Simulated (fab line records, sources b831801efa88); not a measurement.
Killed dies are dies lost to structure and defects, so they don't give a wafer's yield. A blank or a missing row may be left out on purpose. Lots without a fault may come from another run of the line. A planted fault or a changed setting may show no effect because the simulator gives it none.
Chamber matching | flow gf180mcu | GF_V3_CMP_26 on cmp-01: 4 sister chambers
The step polishes, stops on SiO2, t overpolish 15 s, target thk 0 nm. 14 wafers are shown with their chamber, then 7 later ones without.

WAFERS WITH THEIR CHAMBER
wafer  | chamber | motor_current_A (A) | time_to_endpoint_s (s) | overpolish_run_s (s)
L614.1 | 2       | 11.2                | 82                     | 15.007
L614.2 | 3       | 10.4                | 87                     | 15.002
L614.3 | 0       | 9.3                 | 78                     | 15.005
L617.1 | 3       | 10.6                | 83                     | 14.989
L617.3 | 2       | 12.4                | 84                     | 15.001
L617.4 | 0       | 10.3                | 82                     | 14.998
L618.4 | 3       | 10.6                | 93                     | 14.987
L618.5 | 1       | 13.1                | 83                     | 14.989
L618.6 | 0       | 10.4                | 80                     | 15.006
L623.1 | 0       | 10.3                | 79                     | 15.014
L623.4 | 3       | 10.9                | 88                     | 14.991
L623.5 | 2       | 11.9                | 88                     | 14.998
L628.2 | 3       | 11.1                | 86                     | 14.993
L628.4 | 1       | 12.0                | 84                     | 15.005

SIGNATURES (means of the wafers above)
reading            | chamber 0 | chamber 1 | chamber 2 | chamber 3 | scatter within a chamber
motor_current_A    | 10.075    | 12.550    | 11.833    | 10.720    | 0.495
time_to_endpoint_s | 79.75     | 83.50     | 84.67     | 87.40     | 2.85
overpolish_run_s   | 15.00575  | 14.99700  | 15.00200  | 14.99240  | 0.00659
Rule: a wafer's distance from a chamber is the root of the sum, over the readings, of the square of ((its reading less the chamber's mean) divided by the reading's scatter). The wafer belongs to the nearest chamber; if the next one is less than 2 further off, it can't be placed. The scatter: the root of (the sum of the squares of (reading less its chamber's mean) over the shown wafers, divided by (wafers less chambers)).

WAFERS WITHOUT THEIR CHAMBER
wafer  | motor_current_A (A) | time_to_endpoint_s (s) | overpolish_run_s (s)
L628.5 | 12.4                | 82                     | 14.995
L629.1 | 11.8                | 84                     | 15.005
L629.4 | 9.7                 | 80                     | 15.002
L629.5 | 10.3                | 83                     | 14.992
L634.2 | 11.9                | 81                     | 14.981
L634.4 | 9.9                 | 82                     | 14.999
L634.5 | 10.5                | 88                     | 15.000

WHICH CHAMBER EACH WENT THROUGH
wafer  | from the rows above          | in truth
L628.5 | can't be placed: 1 or 2      | 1
L629.1 | can't be placed: 2 or 1      | 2
L629.4 | 0                            | 0
L629.5 | can't be placed: 3 or 0 or 2 | 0
L634.2 | can't be placed: 1 or 2 or 3 | 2
L634.4 | can't be placed: 0 or 3      | 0
L634.5 | can't be placed: 3 or 2 or 0 | 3
Placed correctly: 1 of 7. Can't be placed from these rows: 6 (the true chamber is among the candidates in 6). Placed wrongly: 0.
